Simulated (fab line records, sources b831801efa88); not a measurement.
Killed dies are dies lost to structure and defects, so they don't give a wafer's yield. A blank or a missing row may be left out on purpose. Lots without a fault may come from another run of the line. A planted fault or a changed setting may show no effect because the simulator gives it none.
A struck lot beside a sound one | flow sky130 | 43 steps out of a route of 708
Sound: wafers L653.2, L653.4, L653.6. Struck: wafers L655.3, L655.5. (L655.4 of the same lot was not struck and is left out.) The cause comes at the end.
At each step with rows: each side's tool, then ch and its chambers, then its first start. Under that, the readings that differ: sound wafers | struck wafers | difference of the means | sigmas: that difference in standard deviations of wafers without a fault.
alike: readings whose means differ by less than 2 such deviations, and words and numbers that are the same on both sides. not compared: withheld readings, readings that some wafer has no value for, bounds like >300 that may hide the same value, and numbers for which the record gives no deviation and whose values overlap.
The two part at a step that has a row with sigmas, a row that says differs or no value, or rows on one side only. Numbers that don't overlap but have no deviation are shown without sigmas and don't part them. A reading that every wafer of one side lacks parts them only if that side has two wafers or more.

SKY_METAL5_SPUTTER_04: material TiN, target thk 70 nm, time 58.3 s.
  sound on pvd_sputter-04, day 47 03:46; struck on pvd_sputter-02, day 47 09:13
  alike: throttle_valve_pct
SKY_METAL5_RS_MEAS_05: measures by four-point-probe.
  sound on film_metro-01, day 47 03:50; struck on film_metro-02, day 47 09:18
  alike: METAL5_ALCU_RS
SKY_METAL5_THK_MEAS_06: measures by xrf.
  sound on film_metro-01, day 47 03:57; struck on film_metro-02, day 47 09:24
  alike: METAL5_ALCU_THK
then, 7 steps without rows for these wafers: SKY_METAL5_DEHYDRATE_07 (time 60 s); SKY_METAL5_HMDS_08 (prime time 60 s); SKY_METAL5_COAT_09 (resist thk 1800 nm); SKY_METAL5_SOFTBAKE_10 (time 60 s); SKY_METAL5_EXPOSE_11 (exposes mask MM5, target cd 1600 nm); SKY_METAL5_PEB_12; SKY_METAL5_DEVELOP_13 (develop time 60 s).
SKY_METAL5_DESCUM_14: chemistry O2, time 11 s.
  sound on rie_metal-03 ch 0,1, day 47 22:46; struck on rie_metal-02 ch 0,1, day 48 04:20
  alike: chamber_pressure_mTorr, drypump_motor_current_A, oes_product_au
  not compared: rf_hours_counter_h
then, 1 step without rows for these wafers: SKY_METAL5_METAL_ETCH_15 (etches the open film in Cl2/BCl3, stops on SiO2, target depth 1260 nm, time 252 s).
SKY_METAL5_STRIP_16: strips in O2/N2.
  sound on plasma_asher-02 ch 0, day 47 23:02; struck on plasma_asher-02 ch 1, day 48 04:38
  alike: chamber_pressure_mTorr, drypump_motor_current_A, oes_product_au, strip_time_to_endpoint_s
  not compared: rf_hours_counter_h
then, 4 steps without rows for these wafers: SKY_METAL5_STRIP_17 (strips in post etch residue remover, time 1200 s); SKY_METAL5_CLEAN_18 (cleans in IPA, time 180 s); SKY_METAL5_CLEAN_19 (cleans in O3/DIW); SKY_PASSIVATION_CVD_00 (deposits SiO2, target thk 90 nm).
SKY_PASSIVATION_THK_MEAS_01:
  sound on film_metro-01, day 47 23:47; struck on film_metro-02, day 48 05:44
  alike: PASSIVATION_CVD_00_THK
SKY_PASSIVATION_CVD_02: deposits Si3N4, target thk 540 nm.
  sound on pecvd-03 ch 0,1, day 47 23:50; struck on pecvd-01 ch 0,2, day 48 05:47
  alike: heater_power_w
SKY_PASSIVATION_THK_MEAS_03:
  sound on film_metro-03, day 48 00:04; struck on film_metro-03, day 48 06:01
  reading                     | sound       | struck  | difference | sigmas
  PASSIVATION_CVD_02_THK (nm) | 526 534 530 | 542 554 | +18        | +2
then, 7 steps without rows for these wafers: SKY_PASSIVATION_DEHYDRATE_04 (time 60 s); SKY_PASSIVATION_HMDS_05 (prime time 60 s); SKY_PASSIVATION_COAT_06 (resist thk 3000 nm); SKY_PASSIVATION_SOFTBAKE_07; SKY_PASSIVATION_EXPOSE_08 (exposes mask NSM, target cd 3000 nm); SKY_PASSIVATION_PEB_09; SKY_PASSIVATION_DEVELOP_10 (develop time 60 s).
SKY_PASSIVATION_ETCH_11: etches the open film in CF4/O2, stops on AlCu, target depth 725 nm, time 161.1 s.
  sound on rie_diel-04 ch 2,3, day 48 18:31; struck on rie_diel-03 ch 3, day 48 23:43
  reading               | sound             | struck      | difference | sigmas
  oes_product_au (a.u.) | 0.955 0.969 0.966 | 0.979 0.983 | +0.018     | +2
  alike: bias_w, chamber_pressure_mTorr, drypump_motor_current_A, throttle_valve_pct
  not compared: rf_hours_counter_h
then, 9 steps without rows for these wafers: SKY_PASSIVATION_STRIP_12 (strips in O2/N2); SKY_PAD_OPEN_DEHYDRATE_00 (time 60 s); SKY_PAD_OPEN_HMDS_01 (prime time 60 s); SKY_PAD_OPEN_COAT_02 (resist thk 3000 nm); SKY_PAD_OPEN_SOFTBAKE_03; SKY_PAD_OPEN_EXPOSE_04 (exposes mask PDM, target cd 60000 nm); SKY_PAD_OPEN_PEB_05; SKY_PAD_OPEN_DEVELOP_06 (develop time 60 s); SKY_PAD_OPEN_ETCH_07 (etches the open film in CF4/O2, stops on AlCu, target depth 725 nm, time 161.1 s).
SKY_PAD_OPEN_STRIP_08: strips in O2/N2.
  sound on plasma_asher-03 ch 0,1, day 49 12:23; struck on plasma_asher-03 ch 0,1, day 49 17:31
  alike: chamber_pressure_mTorr, drypump_motor_current_A, oes_product_au, strip_time_to_endpoint_s
  not compared: rf_hours_counter_h
then, 4 steps without rows for these wafers: SKY_PAD_OPEN_STRIP_09 (strips in post etch residue remover, time 1200 s); SKY_PAD_OPEN_CLEAN_10 (cleans in IPA, time 180 s); SKY_PAD_OPEN_CLEAN_11 (cleans in O3/DIW); SKY_PAD_OPEN_ANNEAL_12.
SKY_PAD_OPEN_PROBE_99:
  sound on prober-02, day 49 14:38; struck on prober-02, day 49 19:47
  reading                               | sound               | struck      | difference | sigmas
  killed_at_M4_up                       | 3 4 0               | 26 28       | +25        | +13
  killed_at_contacts                    | 36 30 28            | 12 10       | -20        | -3
  killed_at_front_end                   | 25 20 16            | 9 13        | -9         | -2
  killed_on_rim                         | 16 13 25            | 29 28       | +10        | +3
  killed_open                           | 60 52 46            | 38 37       | -15        | -2
  killed_short                          | 47 44 47            | 30 34       | -14        | -3
  sort_bin_3_pad_short (%)              | 1.4 0.6 0.2         | 2.6 1.8     | +1.5       | +4
  model.etest.tester.sort_bin_3_pct (%) | 1.423 0.6098 0.2033 | 2.642 1.829 | +1.490     |
  alike: defect_limited_yield, killed_at_M0_to_M3, killed_at_other, killed_dies, sort_bin_5_function, sort_bin_6_memory, sort_n_pass, sort_yield_pct
  not compared: model.etest.tester.sort_n_pass, model.etest.tester.sort_yield_pct, model.etest.tester.sort_bin_5_pct

WHERE THEY PART
First at SKY_PASSIVATION_THK_MEAS_03; last, within this record, at SKY_PAD_OPEN_PROBE_99.

WHY: what the simulator had put in
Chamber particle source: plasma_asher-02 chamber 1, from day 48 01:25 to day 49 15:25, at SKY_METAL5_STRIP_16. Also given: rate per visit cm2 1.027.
